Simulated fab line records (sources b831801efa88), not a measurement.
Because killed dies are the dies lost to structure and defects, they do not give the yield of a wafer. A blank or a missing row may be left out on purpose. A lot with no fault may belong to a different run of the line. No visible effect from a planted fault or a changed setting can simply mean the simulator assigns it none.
Chamber matching || flow sky130 || 4 sister chambers for SKY_FIELD_ISO_CMP_27 on cmp-02
The step polishes, stops on Si3N4, t overpolish 16 s, target thk 457.8 nm. 4 wafers are shown with their chamber, then 12 later ones without.

WAFERS WITH THEIR CHAMBER
{"wafer": "L081.4", "chamber": 0, "motorCurrentA (A)": 10.8}
{"wafer": "L083.1", "chamber": 2, "motorCurrentA (A)": 11.6}
{"wafer": "L083.2", "chamber": 3, "motorCurrentA (A)": 10.3}
{"wafer": "L083.6", "chamber": 1, "motorCurrentA (A)": 12.6}

WAFERS WITH NO CHAMBER GIVEN
{"wafer": "L087.3", "motorCurrentA (A)": 9.8}
{"wafer": "L087.4", "motorCurrentA (A)": 11.5}
{"wafer": "L087.6", "motorCurrentA (A)": 10.3}
{"wafer": "L092.1", "motorCurrentA (A)": 10.3}
{"wafer": "L092.2", "motorCurrentA (A)": 12.6}
{"wafer": "L092.5", "motorCurrentA (A)": 12.5}
{"wafer": "L094.1", "motorCurrentA (A)": 10.6}
{"wafer": "L094.5", "motorCurrentA (A)": 11.9}
{"wafer": "L094.6", "motorCurrentA (A)": 11.9}
{"wafer": "L096.2", "motorCurrentA (A)": 11.2}
{"wafer": "L096.3", "motorCurrentA (A)": 12.7}
{"wafer": "L096.5", "motorCurrentA (A)": 12.4}

THE CHAMBER EACH PASSED THROUGH
{"wafer": "L087.3", "from the rows above": 3, "in truth": 3}
{"wafer": "L087.4", "from the rows above": 2, "in truth": 2}
{"wafer": "L087.6", "from the rows above": 3, "in truth": 3}
{"wafer": "L092.1", "from the rows above": 3, "in truth": 3}
{"wafer": "L092.2", "from the rows above": 1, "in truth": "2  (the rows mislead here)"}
{"wafer": "L092.5", "from the rows above": 1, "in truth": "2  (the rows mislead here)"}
{"wafer": "L094.1", "from the rows above": "can't be placed: 0 or 3", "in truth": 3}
{"wafer": "L094.5", "from the rows above": "can't be placed: 2 or 1", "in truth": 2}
{"wafer": "L094.6", "from the rows above": "can't be placed: 2 or 1", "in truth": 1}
{"wafer": "L096.2", "from the rows above": "can't be placed: 0 or 2", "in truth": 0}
{"wafer": "L096.3", "from the rows above": 1, "in truth": 1}
{"wafer": "L096.5", "from the rows above": 1, "in truth": 1}
6 of 12 placed correctly. These rows do not allow placing 4 (true chamber among the candidates in 4). Placed wrongly: 2.
How it was worked out, from the rows above alone: a wafer's distance from a chamber is the root of the sum, over the readings, of the square of ((its reading less the chamber's mean) divided by the reading's scatter). The wafer belongs to the nearest chamber; if the next one is less than 2 further off, it can't be placed. The mean given for a chamber averages the wafers shown for that chamber. The scatter: root of mean squared gap, hidden wafer to nearest shown wafer, with one shown wafer a chamber.
